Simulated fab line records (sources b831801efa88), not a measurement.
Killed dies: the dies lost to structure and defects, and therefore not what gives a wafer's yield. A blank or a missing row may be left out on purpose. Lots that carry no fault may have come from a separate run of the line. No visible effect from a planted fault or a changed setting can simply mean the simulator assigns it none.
Which of the tools did it? / flow sky130 / Sampling: 14 lots, 42 wafers, 6 of 708 route steps

WHAT THE GAUGES READ, wafer by wafer
SKY_CAP2M_RS_MEAS_03: measures by four-point-probe. Usual: CAP2M_TIN_RS 6.86 ohm/sq, standard deviation 0.07.
lot=L957; measured=day 39 18:50; on=film metro-04; CAP2M_TIN_RS (ohm/sq)=6.80 6.84 6.88; flag=
lot=L960; measured=day 40 15:56; on=film metro-04; CAP2M_TIN_RS (ohm/sq)=6.93 6.94 6.85; flag=
lot=L964; measured=day 41 20:11; on=film metro-02; CAP2M_TIN_RS (ohm/sq)=6.98 6.90 6.93; flag=
lot=L968; measured=day 43 09:20; on=film metro-02; CAP2M_TIN_RS (ohm/sq)=- - -; flag=OFF
lot=L969; measured=day 43 12:04; on=film metro-03; CAP2M_TIN_RS (ohm/sq)=- - -; flag=OFF
lot=L970; measured=day 43 17:30; on=film metro-02; CAP2M_TIN_RS (ohm/sq)=6.86 6.82 6.88; flag=
lot=L971; measured=day 44 01:15; on=film metro-03; CAP2M_TIN_RS (ohm/sq)=6.70 6.87 6.74; flag=
lot=L972; measured=day 44 06:28; on=film metro-02; CAP2M_TIN_RS (ohm/sq)=6.79 6.78 6.77; flag=
lot=L973; measured=day 44 16:09; on=film metro-04; CAP2M_TIN_RS (ohm/sq)=6.85 6.87 6.88; flag=
lot=L974; measured=day 44 16:28; on=film metro-03; CAP2M_TIN_RS (ohm/sq)=6.85 6.71 6.76; flag=
lot=L975; measured=day 44 22:07; on=film metro-04; CAP2M_TIN_RS (ohm/sq)=6.93 6.90 6.93; flag=
lot=L976; measured=day 45 04:05; on=film metro-02; CAP2M_TIN_RS (ohm/sq)=7.00 6.95 6.98; flag=
lot=L980; measured=day 46 05:06; on=film metro-03; CAP2M_TIN_RS (ohm/sq)=6.87 6.93 6.88; flag=
lot=L979; measured=day 46 08:28; on=film metro-04; CAP2M_TIN_RS (ohm/sq)=6.96 6.94 6.96; flag=

SKY_CAP2M_THK_MEAS_04: measures by xrf. Usual: CAP2M_TIN_THK 202.3 nm, standard deviation 2.2.
lot=L957; measured=day 39 18:58; on=film metro-04; CAP2M_TIN_THK (nm)=202.5 201.6 201.7; flag=
lot=L960; measured=day 40 16:02; on=film metro-04; CAP2M_TIN_THK (nm)=199.5 199.1 202.0; flag=
lot=L964; measured=day 41 20:19; on=film metro-02; CAP2M_TIN_THK (nm)=200.9 203.8 202.0; flag=
lot=L968; measured=day 43 09:26; on=film metro-02; CAP2M_TIN_THK (nm)=<0.0 <0.0 <0.0; flag=OFF
lot=L969; measured=day 43 12:11; on=film metro-03; CAP2M_TIN_THK (nm)=<0.0 <0.0 <0.0; flag=OFF
lot=L970; measured=day 43 17:37; on=film metro-02; CAP2M_TIN_THK (nm)=203.7 205.9 203.4; flag=
lot=L971; measured=day 44 01:22; on=film metro-03; CAP2M_TIN_THK (nm)=205.9 201.6 205.7; flag=
lot=L972; measured=day 44 06:35; on=film metro-02; CAP2M_TIN_THK (nm)=206.1 205.3 206.0; flag=
lot=L973; measured=day 44 16:16; on=film metro-04; CAP2M_TIN_THK (nm)=201.6 202.0 200.7; flag=
lot=L974; measured=day 44 16:35; on=film metro-03; CAP2M_TIN_THK (nm)=202.3 205.0 204.1; flag=
lot=L975; measured=day 44 22:14; on=film metro-04; CAP2M_TIN_THK (nm)=199.2 200.1 199.7; flag=
lot=L976; measured=day 45 04:13; on=film metro-02; CAP2M_TIN_THK (nm)=198.8 199.0 198.5; flag=
lot=L980; measured=day 46 05:13; on=film metro-03; CAP2M_TIN_THK (nm)=202.2 201.4 201.2; flag=
lot=L979; measured=day 46 08:35; on=film metro-04; CAP2M_TIN_THK (nm)=198.7 199.5 199.3; flag=

WHAT TOOL EACH LOT RAN ON (gives the tool, then ch and the chambers of the sampled wafers, and finally the start)
lot=L957; SKY_VIA3_CMP_02=cmp-01 ch 0,1, day 38 16:02; SKY_METAL4_SPUTTER_00=pvd sputter-03, day 39 18:30; SKY_CAP2M_CVD_00=pecvd-02 ch 0,2, day 39 18:39; SKY_CAP2M_SPUTTER_02=pvd sputter-04, day 39 18:44
lot=L960; SKY_VIA3_CMP_02=cmp-02 ch 0,2, day 39 13:35; SKY_METAL4_SPUTTER_00=pvd sputter-03, day 40 15:34; SKY_CAP2M_CVD_00=pecvd-02 ch 0,1,2, day 40 15:43; SKY_CAP2M_SPUTTER_02=pvd sputter-04, day 40 15:48
lot=L964; SKY_VIA3_CMP_02=cmp-02 ch 0,1,3, day 40 18:29; SKY_METAL4_SPUTTER_00=pvd sputter-01, day 41 19:50; SKY_CAP2M_CVD_00=pecvd-02 ch 0,2, day 41 20:00; SKY_CAP2M_SPUTTER_02=pvd sputter-03, day 41 20:05
lot=L968; SKY_VIA3_CMP_02=cmp-01 ch 1,2,3, day 42 07:43; SKY_METAL4_SPUTTER_00=pvd sputter-01, day 43 08:56; SKY_CAP2M_CVD_00=pecvd-01 ch 0,1, day 43 09:07; SKY_CAP2M_SPUTTER_02=pvd sputter-03, day 43 09:11
lot=L969; SKY_VIA3_CMP_02=cmp-01 ch 0,1,3, day 42 10:25; SKY_METAL4_SPUTTER_00=pvd sputter-01, day 43 11:42; SKY_CAP2M_CVD_00=pecvd-03 ch 0,2, day 43 11:52; SKY_CAP2M_SPUTTER_02=pvd sputter-04, day 43 11:57
lot=L970; SKY_VIA3_CMP_02=cmp-02 ch 0,2,3, day 42 15:58; SKY_METAL4_SPUTTER_00=pvd sputter-04, day 43 17:07; SKY_CAP2M_CVD_00=pecvd-03 ch 0,2, day 43 17:16; SKY_CAP2M_SPUTTER_02=pvd sputter-03, day 43 17:22
lot=L971; SKY_VIA3_CMP_02=cmp-02 ch 0,3, day 43 00:07; SKY_METAL4_SPUTTER_00=pvd sputter-01, day 44 00:53; SKY_CAP2M_CVD_00=pecvd-02 ch 0,1,2, day 44 01:02; SKY_CAP2M_SPUTTER_02=pvd sputter-02, day 44 01:07
lot=L972; SKY_VIA3_CMP_02=cmp-02 ch 0,2,3, day 43 06:07; SKY_METAL4_SPUTTER_00=pvd sputter-04, day 44 06:07; SKY_CAP2M_CVD_00=pecvd-01 ch 0,1,2, day 44 06:16; SKY_CAP2M_SPUTTER_02=pvd sputter-03, day 44 06:21
lot=L973; SKY_VIA3_CMP_02=cmp-01 ch 1,2,3, day 43 15:46; SKY_METAL4_SPUTTER_00=pvd sputter-01, day 44 15:49; SKY_CAP2M_CVD_00=pecvd-01 ch 0,1,2, day 44 15:58; SKY_CAP2M_SPUTTER_02=pvd sputter-04, day 44 16:03
lot=L974; SKY_VIA3_CMP_02=cmp-01 ch 0,1, day 43 16:31; SKY_METAL4_SPUTTER_00=pvd sputter-01, day 44 16:07; SKY_CAP2M_CVD_00=pecvd-03 ch 1,2, day 44 16:16; SKY_CAP2M_SPUTTER_02=pvd sputter-02, day 44 16:21
lot=L975; SKY_VIA3_CMP_02=cmp-02 ch 0,1, day 43 21:43; SKY_METAL4_SPUTTER_00=pvd sputter-03, day 44 21:47; SKY_CAP2M_CVD_00=pecvd-02 ch 0,1,2, day 44 21:56; SKY_CAP2M_SPUTTER_02=pvd sputter-04, day 44 22:01
lot=L976; SKY_VIA3_CMP_02=cmp-01 ch 0,1,3, day 44 04:51; SKY_METAL4_SPUTTER_00=pvd sputter-01, day 45 03:44; SKY_CAP2M_CVD_00=pecvd-01 ch 1,2, day 45 03:53; SKY_CAP2M_SPUTTER_02=pvd sputter-04, day 45 03:59
lot=L980; SKY_VIA3_CMP_02=cmp-01 ch 1,2,3, day 45 05:41; SKY_METAL4_SPUTTER_00=pvd sputter-03, day 46 04:45; SKY_CAP2M_CVD_00=pecvd-02 ch 0,1,2, day 46 04:54; SKY_CAP2M_SPUTTER_02=pvd sputter-04, day 46 04:59
lot=L979; SKY_VIA3_CMP_02=cmp-01 ch 0,2,3, day 45 09:22; SKY_METAL4_SPUTTER_00=pvd sputter-03, day 46 08:07; SKY_CAP2M_CVD_00=pecvd-01 ch 0,2, day 46 08:16; SKY_CAP2M_SPUTTER_02=pvd sputter-04, day 46 08:21
- SKY_VIA3_CMP_02: polishes SiO2.
- SKY_METAL4_SPUTTER_00: material Ti, target thk 15 nm, time 10 s.
- SKY_CAP2M_CVD_00: deposits SiO2, target thk 15.5 nm.
- SKY_CAP2M_SPUTTER_02: material TiN, target thk 200 nm, time 166.7 s.

AS READ BY THE TOOLS THEMSELVES (means over the sampled wafers that have a number; for cases with no such wafer, the mark the record gives instead)
SKY_VIA3_CMP_02. Usual: motor current A reads 12.3 A (standard deviation 0.91).
lot=L957; tool=cmp-01; motor current A (A)=12.0; flag=
lot=L960; tool=cmp-02; motor current A (A)=12.0; flag=
lot=L964; tool=cmp-02; motor current A (A)=12.9; flag=
lot=L968; tool=cmp-01; motor current A (A)=12.4; flag=
lot=L969; tool=cmp-01; motor current A (A)=12.0; flag=
lot=L970; tool=cmp-02; motor current A (A)=11.7; flag=
lot=L971; tool=cmp-02; motor current A (A)=12.0; flag=
lot=L972; tool=cmp-02; motor current A (A)=11.6; flag=
lot=L973; tool=cmp-01; motor current A (A)=12.0; flag=
lot=L974; tool=cmp-01; motor current A (A)=12.1; flag=
lot=L975; tool=cmp-02; motor current A (A)=13.1; flag=
lot=L976; tool=cmp-01; motor current A (A)=12.0; flag=
lot=L980; tool=cmp-01; motor current A (A)=12.3; flag=
lot=L979; tool=cmp-01; motor current A (A)=12.0; flag=

SKY_METAL4_SPUTTER_00. Usual: cathode dc power W 3000.0 W, standard deviation 0.52; chamber pressure pa 0.3999 Pa, standard deviation 0.0007; throttle valve pct 29.6 %, standard deviation 0.97.
lot=L957; tool=pvd sputter-03; cathode dc power W (W)=2999.9; chamber pressure pa (Pa)=0.4000; throttle valve pct (%)=30.9; flag=
lot=L960; tool=pvd sputter-03; cathode dc power W (W)=3000.0; chamber pressure pa (Pa)=0.3999; throttle valve pct (%)=30.5; flag=
lot=L964; tool=pvd sputter-01; cathode dc power W (W)=3000.3; chamber pressure pa (Pa)=0.4002; throttle valve pct (%)=29.2; flag=
lot=L968; tool=pvd sputter-01; cathode dc power W (W)=3000.3; chamber pressure pa (Pa)=0.3993; throttle valve pct (%)=29.0; flag=
lot=L969; tool=pvd sputter-01; cathode dc power W (W)=3000.2; chamber pressure pa (Pa)=0.4000; throttle valve pct (%)=29.5; flag=
lot=L970; tool=pvd sputter-04; cathode dc power W (W)=2999.7; chamber pressure pa (Pa)=0.4004; throttle valve pct (%)=28.7; flag=
lot=L971; tool=pvd sputter-01; cathode dc power W (W)=3000.4; chamber pressure pa (Pa)=0.3999; throttle valve pct (%)=29.3; flag=
lot=L972; tool=pvd sputter-04; cathode dc power W (W)=2999.9; chamber pressure pa (Pa)=0.4001; throttle valve pct (%)=28.6; flag=
lot=L973; tool=pvd sputter-01; cathode dc power W (W)=2999.7; chamber pressure pa (Pa)=0.4003; throttle valve pct (%)=29.0; flag=
lot=L974; tool=pvd sputter-01; cathode dc power W (W)=2999.9; chamber pressure pa (Pa)=0.3983; throttle valve pct (%)=29.5; flag=
lot=L975; tool=pvd sputter-03; cathode dc power W (W)=3000.6; chamber pressure pa (Pa)=0.3998; throttle valve pct (%)=30.9; flag=
lot=L976; tool=pvd sputter-01; cathode dc power W (W)=3000.6; chamber pressure pa (Pa)=0.3995; throttle valve pct (%)=29.1; flag=
lot=L980; tool=pvd sputter-03; cathode dc power W (W)=2999.7; chamber pressure pa (Pa)=0.4002; throttle valve pct (%)=30.8; flag=
lot=L979; tool=pvd sputter-03; cathode dc power W (W)=2999.9; chamber pressure pa (Pa)=0.4004; throttle valve pct (%)=30.9; flag=

SKY_CAP2M_CVD_00. Usual: heater power w reads 722 W (standard deviation 100).
lot=L957; tool=pecvd-02; heater power w (W)=659; flag=
lot=L960; tool=pecvd-02; heater power w (W)=697; flag=
lot=L964; tool=pecvd-02; heater power w (W)=798; flag=
lot=L968; tool=pecvd-01; heater power w (W)=842; flag=
lot=L969; tool=pecvd-03; heater power w (W)=648; flag=
lot=L970; tool=pecvd-03; heater power w (W)=614; flag=
lot=L971; tool=pecvd-02; heater power w (W)=730; flag=
lot=L972; tool=pecvd-01; heater power w (W)=790; flag=
lot=L973; tool=pecvd-01; heater power w (W)=766; flag=
lot=L974; tool=pecvd-03; heater power w (W)=701; flag=
lot=L975; tool=pecvd-02; heater power w (W)=700; flag=
lot=L976; tool=pecvd-01; heater power w (W)=643; flag=
lot=L980; tool=pecvd-02; heater power w (W)=707; flag=
lot=L979; tool=pecvd-01; heater power w (W)=792; flag=

SKY_CAP2M_SPUTTER_02. Usual: cathode dc power W 6500.0 W, standard deviation 1.2; chamber pressure pa 0.3998 Pa, standard deviation 0.00076; throttle valve pct 29.7 %, standard deviation 1.2.
lot=L957; tool=pvd sputter-04; cathode dc power W (W)=6499.8; chamber pressure pa (Pa)=0.3993; throttle valve pct (%)=29.0; flag=
lot=L960; tool=pvd sputter-04; cathode dc power W (W)=6500.7; chamber pressure pa (Pa)=0.3996; throttle valve pct (%)=28.9; flag=
lot=L964; tool=pvd sputter-03; cathode dc power W (W)=6500.5; chamber pressure pa (Pa)=0.3993; throttle valve pct (%)=30.9; flag=
lot=L968; tool=pvd sputter-03; cathode dc power W (W)=-; chamber pressure pa (Pa)=-; throttle valve pct (%)=-; flag=OFF
lot=L969; tool=pvd sputter-04; cathode dc power W (W)=-; chamber pressure pa (Pa)=-; throttle valve pct (%)=-; flag=OFF
lot=L970; tool=pvd sputter-03; cathode dc power W (W)=6500.4; chamber pressure pa (Pa)=0.4001; throttle valve pct (%)=30.7; flag=
lot=L971; tool=pvd sputter-02; cathode dc power W (W)=6500.0; chamber pressure pa (Pa)=0.3994; throttle valve pct (%)=29.2; flag=
lot=L972; tool=pvd sputter-03; cathode dc power W (W)=6499.8; chamber pressure pa (Pa)=0.3999; throttle valve pct (%)=30.2; flag=
lot=L973; tool=pvd sputter-04; cathode dc power W (W)=6499.9; chamber pressure pa (Pa)=0.4002; throttle valve pct (%)=29.0; flag=
lot=L974; tool=pvd sputter-02; cathode dc power W (W)=6500.3; chamber pressure pa (Pa)=0.3997; throttle valve pct (%)=29.5; flag=
lot=L975; tool=pvd sputter-04; cathode dc power W (W)=6500.1; chamber pressure pa (Pa)=0.3998; throttle valve pct (%)=29.7; flag=
lot=L976; tool=pvd sputter-04; cathode dc power W (W)=6501.2; chamber pressure pa (Pa)=0.3995; throttle valve pct (%)=29.0; flag=
lot=L980; tool=pvd sputter-04; cathode dc power W (W)=6500.9; chamber pressure pa (Pa)=0.4005; throttle valve pct (%)=29.7; flag=
lot=L979; tool=pvd sputter-04; cathode dc power W (W)=6500.6; chamber pressure pa (Pa)=0.4004; throttle valve pct (%)=29.1; flag=

THE ANSWER, worked out from the rows above alone
Rule: take the mean of a lot's wafers that have a number; if it is more than 3 standard deviations from the usual mean, the lot is off. Also off: a lot with no number at a reading for which 4 or more lots have one. Any other lot the step has rows for is counted as sound. After the gauges, taken in route order, come the tools' own readings; for these a lot's mean is taken, as printed above. At the first step where some lot is off, the reading lying furthest off is the one used; lots without a number count as furthest.
Off: at SKY_CAP2M_RS_MEAS_03 (CAP2M_TIN_RS), L968, L969. Without a number there: L968, L969.
A tool fits if, at a process step before that reading, it ran every lot that is off, and no sound lot after the first of them. Not tried: the gauges at SKY_CAP2M_RS_MEAS_03; whatever is off there is also off at SKY_CAP2M_SPUTTER_02, on other tools, and gauge error can't account for it. Not one of the candidates tried fits.

WHAT THE SIMULATOR HAD INSERTED
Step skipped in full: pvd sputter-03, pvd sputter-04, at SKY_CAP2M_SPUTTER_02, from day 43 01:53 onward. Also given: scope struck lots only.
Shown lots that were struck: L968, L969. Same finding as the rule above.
